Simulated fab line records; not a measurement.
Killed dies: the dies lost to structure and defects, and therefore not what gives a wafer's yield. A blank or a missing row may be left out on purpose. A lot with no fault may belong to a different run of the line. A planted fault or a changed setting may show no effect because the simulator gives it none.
fab line records / flow sky130
record: lots: 6 wafers: 18 last-day: 50
route steps=708 shown LDD_N@238 PAD_OPEN@708
lots untouched by any fault: they come from a run of this same line in which no faults occurred
start-h: hours from the record's first day to the start of the lot's first wafer shown / wait-h: hours since the lot's step before / " repeats the value in the row above / L1.1+2: a single row standing in for several wafers / - either no value or no given start / * or withheld: withheld / < > ~ a bound
route shown NAME@n: NAME is a module with steps in the file, n the number in the route of the first one / usual: mean/standard deviation of fault-free wafers / same: alike in all rows / chamber/n: place in a boat / sites: the reading at each site / _std_site: how widely they spread, as a standard deviation / _edge_site: inner sites' mean taken away from outer sites' mean / radius-mm: how far each site lies from the wafer's centre / mask NAME#n: copy n / behind: the most recent tool/chamber to have shaped the wafer / hold: cause of the lot's hold/its duration in hours/its outcome / device: names the non-switching transistor (n, p or np) / end of line: tests of these same wafers at the route's end / step lacking rows: just its recipe / killed: dies that structure and defects cost at the first sort, which is not the same as the wafer's yield / map: dies across one wafer; x = killed, . = not, _ = none there
set.NAME: the setting the step ran with; set.NAME@STEP: the setting that earlier step ran with / model.NAME: the simulator's own value behind a step, which no gauge read
lots at some steps of the route; a table a step, a row a wafer
services: the hour from which a tool's chamber was out of use, counted from the record's first day as start-h (under 0 if before that day), plus the number of hours and why
== steps ==
step: SKY_LDD_N_HMDS_01
recipe: prime-time-s: 60 prime-temp-c: 120
step: SKY_LDD_N_COAT_02
recipe: resist: NOVOLAK spin-rpm: 3000 resist-thk-nm: 300
step: SKY_LDD_N_SOFTBAKE_03
recipe: temp-c: 90 time-s: 60 resist: NOVOLAK
step: SKY_LDD_N_EXPOSE_04
recipe: mask-id: NTM target-cd-nm: 840 na: 0.6 source-shape: conventional sigma-outer: 0.6 dose-mj: 110
step: SKY_LDD_N_PEB_05
recipe: temp-c: withheld time-s: * resist: NOVOLAK
step: SKY_LDD_N_DEVELOP_06
recipe: develop-time-s: 60 dev-temp-c: 23.6
step: SKY_LDD_N_OVL_MEAS_07
usual: LDD_N_OVL: -0.6/1.2
lot.wafer=L764.2 tool=overlay-02 chamber=- start-h=456.81 wait-h=0.1 LDD_N_OVL[nm]=0.6
lot.wafer=L764.4 tool=overlay-02 chamber=- start-h=456.81 wait-h=0.1 LDD_N_OVL[nm]=0.4
lot.wafer=L764.5 tool=overlay-02 chamber=- start-h=456.81 wait-h=0.1 LDD_N_OVL[nm]=0.6
lot.wafer=L769.1 tool=overlay-02 chamber=- start-h=498.59 wait-h=0.1 LDD_N_OVL[nm]=-1.2
lot.wafer=L769.4 tool=overlay-02 chamber=- start-h=498.59 wait-h=0.1 LDD_N_OVL[nm]=-1.5
lot.wafer=L769.5 tool=overlay-02 chamber=- start-h=498.59 wait-h=0.1 LDD_N_OVL[nm]=-2.7
lot.wafer=L770.1 tool=overlay-01 chamber=- start-h=511.30 wait-h=0.1 LDD_N_OVL[nm]=0.0
lot.wafer=L770.3 tool=overlay-01 chamber=- start-h=511.30 wait-h=0.1 LDD_N_OVL[nm]=-0.1
lot.wafer=L770.5 tool=overlay-01 chamber=- start-h=511.30 wait-h=0.1 LDD_N_OVL[nm]=-0.7
lot.wafer=L771.3 tool=overlay-01 chamber=- start-h=550.00 wait-h=0.1 LDD_N_OVL[nm]=-2.1
lot.wafer=L771.5 tool=overlay-01 chamber=- start-h=550.00 wait-h=0.1 LDD_N_OVL[nm]=-2.0
lot.wafer=L771.6 tool=overlay-01 chamber=- start-h=550.00 wait-h=0.1 LDD_N_OVL[nm]=-1.8
lot.wafer=L776.2 tool=overlay-02 chamber=- start-h=568.51 wait-h=0.1 LDD_N_OVL[nm]=-0.8
lot.wafer=L776.5 tool=overlay-02 chamber=- start-h=568.51 wait-h=0.1 LDD_N_OVL[nm]=0.7
lot.wafer=L776.6 tool=overlay-02 chamber=- start-h=568.51 wait-h=0.1 LDD_N_OVL[nm]=0.5
lot.wafer=L780.3 tool=overlay-01 chamber=- start-h=602.72 wait-h=0.1 LDD_N_OVL[nm]=-0.3
lot.wafer=L780.4 tool=overlay-01 chamber=- start-h=602.72 wait-h=0.1 LDD_N_OVL[nm]=-0.7
lot.wafer=L780.6 tool=overlay-01 chamber=- start-h=602.72 wait-h=0.1 LDD_N_OVL[nm]=-0.2
step: SKY_LDD_N_IMPLANT_08
recipe: species: As energy-kev: 20 dose-cm2: 7.5e+13 tilt-deg: withheld rotation-deg: 23
step: SKY_LDD_N_IMPLANT_09
recipe: species: As energy-kev: 20 dose-cm2: 7.5e+13 tilt-deg: withheld rotation-deg: 113
step: SKY_LDD_N_IMPLANT_10
recipe: species: As energy-kev: 20 dose-cm2: 7.5e+13 tilt-deg: withheld rotation-deg: 203
step: SKY_LDD_N_IMPLANT_11
recipe: species: As energy-kev: 20 dose-cm2: 7.5e+13 tilt-deg: withheld rotation-deg: 293
step: SKY_LDD_N_IMPLANT_12
recipe: species: BF2 energy-kev: 50 dose-cm2: 5e+12 tilt-deg: 30 rotation-deg: 0
step: SKY_LDD_N_IMPLANT_13
recipe: species: BF2 energy-kev: 50 dose-cm2: 5e+12 tilt-deg: 30 rotation-deg: 90
usual: tilt-deg: 29.999/0.019
lot.wafer=L764.2 tool=implanter-02 chamber=0 start-h=457.61 wait-h=0.1 tilt-deg=29.998
lot.wafer=L764.4 tool=implanter-02 chamber=0 start-h=457.61 wait-h=0.1 tilt-deg=30.012
lot.wafer=L764.5 tool=implanter-02 chamber=0 start-h=457.61 wait-h=0.1 tilt-deg=30.007
lot.wafer=L769.1 tool=implanter-02 chamber=0 start-h=499.38 wait-h=0.1 tilt-deg=-0.017
lot.wafer=L769.4 tool=implanter-02 chamber=0 start-h=499.38 wait-h=0.1 tilt-deg=-0.004
lot.wafer=L769.5 tool=implanter-02 chamber=0 start-h=499.38 wait-h=0.1 tilt-deg=-0.023
lot.wafer=L770.1 tool=implanter-02 chamber=0 start-h=512.09 wait-h=0.1 tilt-deg=-0.017
lot.wafer=L770.3 tool=implanter-02 chamber=0 start-h=512.09 wait-h=0.1 tilt-deg=0.007
lot.wafer=L770.5 tool=implanter-02 chamber=0 start-h=512.09 wait-h=0.1 tilt-deg=0.007
lot.wafer=L771.3 tool=implanter-04 chamber=0 start-h=550.83 wait-h=0.1 tilt-deg=29.992
lot.wafer=L771.5 tool=implanter-04 chamber=0 start-h=550.83 wait-h=0.1 tilt-deg=29.987
lot.wafer=L771.6 tool=implanter-04 chamber=0 start-h=550.83 wait-h=0.1 tilt-deg=30.009
lot.wafer=L776.2 tool=implanter-01 chamber=0 start-h=569.31 wait-h=0.1 tilt-deg=29.999
lot.wafer=L776.5 tool=implanter-01 chamber=0 start-h=569.31 wait-h=0.1 tilt-deg=30.027
lot.wafer=L776.6 tool=implanter-01 chamber=0 start-h=569.31 wait-h=0.1 tilt-deg=30.005
lot.wafer=L780.3 tool=implanter-04 chamber=0 start-h=603.54 wait-h=0.1 tilt-deg=29.997
lot.wafer=L780.4 tool=implanter-04 chamber=0 start-h=603.54 wait-h=0.1 tilt-deg=30.012
lot.wafer=L780.6 tool=implanter-04 chamber=0 start-h=603.54 wait-h=0.1 tilt-deg=30.004
step: SKY_LDD_N_IMPLANT_14
recipe: species: BF2 energy-kev: 50 dose-cm2: 5e+12 tilt-deg: 30 rotation-deg: 180
step: SKY_PAD_OPEN_PROBE_99
usual: killed_at_M0_to_M3: 45/7.5 killed_at_M4_up: 2.8/1.9 killed-at-contacts: 25/5.5 killed-at-front-end: 14/4 killed-at-other: 0.3/0.75 killed-dies: 87/9.4 killed-open: 47/6.6 killed-short: 39/6.6
same: gross-dies: 492 killed-at-back-side: 0
lot.wafer=L764.2 tool=prober-02 chamber=- start-h=1115.11 wait-h=0.1 killed_at_M0_to_M3=36 killed_at_M4_up=1 killed-at-contacts=35 killed-at-front-end=23 killed-at-other=1 killed-dies=96 killed-open=58 killed-short=38 model.etest.nfet_01v8_turned.vt-sat-v=0.6374
lot.wafer=L764.4 tool=prober-02 chamber=- start-h=1115.21 wait-h=0.2 killed_at_M0_to_M3=51 killed_at_M4_up=6 killed-at-contacts=31 killed-at-front-end=12 killed-at-other=0 killed-dies=100 killed-open=53 killed-short=47 model.etest.nfet_01v8_turned.vt-sat-v=0.6463
lot.wafer=L764.5 tool=prober-02 chamber=- start-h=1115.26 wait-h=0.2 killed_at_M0_to_M3=32 killed_at_M4_up=2 killed-at-contacts=31 killed-at-front-end=20 killed-at-other=1 killed-dies=86 killed-open=42 killed-short=44 model.etest.nfet_01v8_turned.vt-sat-v=0.6564
lot.wafer=L769.1 tool=prober-01 chamber=- start-h=1142.26 wait-h=0.1 killed_at_M0_to_M3=42 killed_at_M4_up=8 killed-at-contacts=34 killed-at-front-end=14 killed-at-other=0 killed-dies=98 killed-open=48 killed-short=50 model.etest.nfet_01v8_turned.vt-sat-v=0.6784
lot.wafer=L769.4 tool=prober-01 chamber=- start-h=1142.41 wait-h=0.2 killed_at_M0_to_M3=50 killed_at_M4_up=1 killed-at-contacts=17 killed-at-front-end=13 killed-at-other=0 killed-dies=81 killed-open=49 killed-short=32 model.etest.nfet_01v8_turned.vt-sat-v=0.6799
lot.wafer=L769.5 tool=prober-01 chamber=- start-h=1142.46 wait-h=0.2 killed_at_M0_to_M3=48 killed_at_M4_up=4 killed-at-contacts=22 killed-at-front-end=13 killed-at-other=0 killed-dies=87 killed-open=50 killed-short=37 model.etest.nfet_01v8_turned.vt-sat-v=0.6772
lot.wafer=L770.1 tool=prober-02 chamber=- start-h=1160.32 wait-h=0.1 killed_at_M0_to_M3=60 killed_at_M4_up=3 killed-at-contacts=23 killed-at-front-end=12 killed-at-other=1 killed-dies=99 killed-open=62 killed-short=37 model.etest.nfet_01v8_turned.vt-sat-v=0.6549
lot.wafer=L770.3 tool=prober-02 chamber=- start-h=1160.42 wait-h=0.2 killed_at_M0_to_M3=39 killed_at_M4_up=3 killed-at-contacts=26 killed-at-front-end=13 killed-at-other=1 killed-dies=82 killed-open=45 killed-short=37 model.etest.nfet_01v8_turned.vt-sat-v=0.6642
lot.wafer=L770.5 tool=prober-02 chamber=- start-h=1160.52 wait-h=0.2 killed_at_M0_to_M3=69 killed_at_M4_up=1 killed-at-contacts=15 killed-at-front-end=11 killed-at-other=0 killed-dies=96 killed-open=58 killed-short=38 model.etest.nfet_01v8_turned.vt-sat-v=0.6471
lot.wafer=L771.3 tool=prober-02 chamber=- start-h=1175.28 wait-h=0.2 killed_at_M0_to_M3=45 killed_at_M4_up=2 killed-at-contacts=14 killed-at-front-end=16 killed-at-other=1 killed-dies=78 killed-open=44 killed-short=34 model.etest.nfet_01v8_turned.vt-sat-v=0.6487
lot.wafer=L771.5 tool=prober-02 chamber=- start-h=1175.38 wait-h=0.2 killed_at_M0_to_M3=47 killed_at_M4_up=1 killed-at-contacts=25 killed-at-front-end=18 killed-at-other=0 killed-dies=91 killed-open=48 killed-short=43 model.etest.nfet_01v8_turned.vt-sat-v=0.6431
lot.wafer=L771.6 tool=prober-02 chamber=- start-h=1175.43 wait-h=0.2 killed_at_M0_to_M3=44 killed_at_M4_up=2 killed-at-contacts=24 killed-at-front-end=8 killed-at-other=1 killed-dies=79 killed-open=35 killed-short=44 model.etest.nfet_01v8_turned.vt-sat-v=0.6537
lot.wafer=L776.2 tool=prober-01 chamber=- start-h=1184.93 wait-h=0.1 killed_at_M0_to_M3=33 killed_at_M4_up=2 killed-at-contacts=27 killed-at-front-end=22 killed-at-other=1 killed-dies=85 killed-open=55 killed-short=30 model.etest.nfet_01v8_turned.vt-sat-v=0.6487
lot.wafer=L776.5 tool=prober-01 chamber=- start-h=1185.08 wait-h=0.2 killed_at_M0_to_M3=41 killed_at_M4_up=2 killed-at-contacts=21 killed-at-front-end=16 killed-at-other=0 killed-dies=80 killed-open=49 killed-short=31 model.etest.nfet_01v8_turned.vt-sat-v=0.6476
lot.wafer=L776.6 tool=prober-01 chamber=- start-h=1185.13 wait-h=0.2 killed_at_M0_to_M3=46 killed_at_M4_up=3 killed-at-contacts=20 killed-at-front-end=15 killed-at-other=0 killed-dies=84 killed-open=38 killed-short=46 model.etest.nfet_01v8_turned.vt-sat-v=0.6472
lot.wafer=L780.3 tool=prober-02 chamber=- start-h=1206.10 wait-h=0.2 killed_at_M0_to_M3=50 killed_at_M4_up=1 killed-at-contacts=28 killed-at-front-end=14 killed-at-other=2 killed-dies=95 killed-open=55 killed-short=40 model.etest.nfet_01v8_turned.vt-sat-v=0.6324
lot.wafer=L780.4 tool=prober-02 chamber=- start-h=1206.15 wait-h=0.2 killed_at_M0_to_M3=44 killed_at_M4_up=1 killed-at-contacts=37 killed-at-front-end=9 killed-at-other=0 killed-dies=91 killed-open=58 killed-short=32 model.etest.nfet_01v8_turned.vt-sat-v=0.6328
lot.wafer=L780.6 tool=prober-02 chamber=- start-h=1206.25 wait-h=0.2 killed_at_M0_to_M3=52 killed_at_M4_up=3 killed-at-contacts=24 killed-at-front-end=15 killed-at-other=0 killed-dies=94 killed-open=48 killed-short=46 model.etest.nfet_01v8_turned.vt-sat-v=0.6288
killed by level:class
L764.2 CONTACT:geometric-particle:open=13 POLY_GATE:geometric-particle:open=10 VIA1:geometric-particle:open=8 FIELD_ISO:geometric-particle:open=6 LI_CONTACT:geometric-particle:open=6 VIA1:geometric-particle:short=6 LI_CONTACT:geometric-particle:short=5 CONTACT:geometric-particle:short=5
L764.4 CONTACT:geometric-particle:open=12 VIA1:geometric-particle:open=12 VIA1:geometric-particle:short=10 CONTACT:geometric-particle:short=9 VIA3:geometric-particle:open=8 METAL1:geometric-particle:short=6 FIELD_ISO:geometric-particle:short=5 POLY_GATE:geometric-particle:open=4
L764.5 CONTACT:geometric-particle:short=8 CONTACT:geometric-particle:open=7 METAL1:geometric-particle:short=6 LI_CONTACT:geometric-particle:open=6 VIA1:geometric-particle:open=6 LOCAL_INTERCONNECT:geometric-particle:short=6 FIELD_ISO:geometric-particle:open=5 POLY_GATE:geometric-particle:open=5
L769.1 CONTACT:geometric-particle:open=15 VIA1:geometric-particle:open=9 CONTACT:geometric-particle:short=8 VIA3:geometric-particle:open=7 LOCAL_INTERCONNECT:geometric-particle:short=6 METAL4:geometric-particle:short=6 FIELD_ISO:geometric-particle:short=5 METAL1:geometric-particle:short=5
L769.4 VIA1:geometric-particle:open=12 VIA3:geometric-particle:open=11 CONTACT:geometric-particle:open=8 VIA1:geometric-particle:short=7 METAL1:geometric-particle:short=6 POLY_GATE:geometric-particle:open=4 LI_CONTACT:geometric-particle:open=4 CONTACT:geometric-particle:short=4
L769.5 VIA2:geometric-particle:open=10 CONTACT:geometric-particle:open=9 VIA1:geometric-particle:open=9 VIA1:geometric-particle:short=6 VIA3:geometric-particle:short=6 VIA3:geometric-particle:open=6 CONTACT:geometric-particle:short=5 POLY_GATE:geometric-particle:open=4
L770.1 VIA1:geometric-particle:open=16 VIA3:geometric-particle:open=13 VIA2:geometric-particle:open=8 LI_CONTACT:geometric-particle:open=7 CONTACT:geometric-particle:open=6 POLY_GATE:geometric-particle:short=5 VIA2:geometric-particle:short=5 LOCAL_INTERCONNECT:geometric-particle:short=4
L770.3 VIA2:geometric-particle:open=9 CONTACT:geometric-particle:open=9 LI_CONTACT:geometric-particle:open=6 METAL1:geometric-particle:short=6 CONTACT:geometric-particle:short=5 VIA3:geometric-particle:open=5 METAL2:geometric-particle:short=5 VIA1:geometric-particle:open=4
L770.5 VIA1:geometric-particle:open=19 VIA2:geometric-particle:open=12 VIA3:geometric-particle:open=8 METAL2:geometric-particle:short=8 LI_CONTACT:geometric-particle:open=6 LOCAL_INTERCONNECT:geometric-particle:short=5 VIA2:geometric-particle:short=5 POLY_GATE:geometric-particle:short=4
L771.3 VIA1:geometric-particle:open=11 VIA3:geometric-particle:open=8 METAL2:geometric-particle:short=6 VIA2:geometric-particle:open=6 FIELD_ISO:geometric-particle:open=5 CONTACT:geometric-particle:short=5 FIELD_ISO:geometric-particle:short=4 LI_CONTACT:geometric-particle:short=4
L771.5 VIA1:geometric-particle:short=11 VIA1:geometric-particle:open=11 CONTACT:geometric-particle:open=9 LI_CONTACT:geometric-particle:open=7 CONTACT:geometric-particle:short=6 VIA2:geometric-particle:open=6 FIELD_ISO:geometric-particle:open=5 FIELD_ISO:geometric-particle:short=5
L771.6 VIA1:geometric-particle:open=9 VIA2:geometric-particle:open=7 LI_CONTACT:geometric-particle:open=6 CONTACT:geometric-particle:open=6 VIA1:geometric-particle:short=5 CONTACT:geometric-particle:short=5 METAL1:geometric-particle:short=5 VIA3:geometric-particle:short=5
L776.2 CONTACT:geometric-particle:open=17 FIELD_ISO:geometric-particle:open=9 VIA3:geometric-particle:open=8 VIA1:geometric-particle:open=8 LOCAL_INTERCONNECT:geometric-particle:short=4 METAL1:geometric-particle:short=4 VIA1:geometric-particle:short=4 POLY_GATE:geometric-particle:open=3
L776.5 CONTACT:geometric-particle:open=8 VIA1:geometric-particle:open=7 VIA2:geometric-particle:open=7 VIA3:geometric-particle:open=7 LI_CONTACT:geometric-particle:open=6 VIA1:geometric-particle:short=6 METAL2:geometric-particle:short=6 POLY_GATE:geometric-particle:open=4
L776.6 VIA1:geometric-particle:open=9 VIA3:geometric-particle:short=8 CONTACT:geometric-particle:open=7 METAL1:geometric-particle:short=7 VIA1:geometric-particle:short=6 VIA3:geometric-particle:open=5 FIELD_ISO:geometric-particle:open=4 POLY_GATE:geometric-particle:short=4
L780.3 VIA1:geometric-particle:open=11 LI_CONTACT:geometric-particle:open=9 METAL2:geometric-particle:short=8 CONTACT:geometric-particle:open=7 VIA1:geometric-particle:short=7 FIELD_ISO:geometric-particle:open=6 CONTACT:geometric-particle:short=6 VIA3:geometric-particle:open=6
L780.4 VIA1:geometric-particle:open=15 CONTACT:geometric-particle:open=14 LI_CONTACT:geometric-particle:open=9 VIA3:geometric-particle:open=6 LOCAL_INTERCONNECT:geometric-particle:short=6 CONTACT:geometric-particle:short=4 VIA2:geometric-particle:open=4 FIELD_ISO:geometric-particle:short=3
L780.6 VIA1:geometric-particle:open=11 METAL1:geometric-particle:short=9 LOCAL_INTERCONNECT:geometric-particle:short=8 VIA2:geometric-particle:open=7 POLY_GATE:geometric-particle:open=5 LI_CONTACT:geometric-particle:open=5 METAL2:geometric-particle:short=5 CONTACT:geometric-particle:open=4
== services ==
tool=implanter-04 chamber=- start-h=452.21 hours=5.4 kind=repair
tool=implanter-04 chamber=- start-h=497.84 hours=0.8 kind=repair
tool=implanter-04 chamber=- start-h=511.71 hours=2.0 kind=repair
tool=implanter-04 chamber=- start-h=521.40 hours=4.9 kind=repair
tool=implanter-02 chamber=- start-h=583.74 hours=2.8 kind=repair
== key ==
first-sign: step: SKY_LDD_N_IMPLANT_13 reading: tilt-deg direction: down sigmas: 99+ usual: * struck: *
effect none on later readings
model-effect: step: SKY_PAD_OPEN_PROBE_99 value: etest.nfet_01v8_turned.vt-sat-v without: 0.6478 struck: 0.667
met-at SKY_LDD_N_IMPLANT_13
struck-wafers L769.1,L769.4,L769.5,L770.1,L770.3,L770.5
tester-left-out L769,L770
onset-between 457.61 499.38
fault: kind: process-parameter-drift tool: implanter-02 chamber: - onset-h: 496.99 steps: SKY_LDD_N_IMPLANT_13 channel: tilt-deg offset: * shape: step end-h: 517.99 acts-in: * stated: *
tester-left-out: of these lots the tester's yield and bins aren't shown, on N5 and GAA mostly nor the transistor test; their killed dies are dies lost to structure and defects alone, not to doping, threshold or leakage, so they don't give the yield
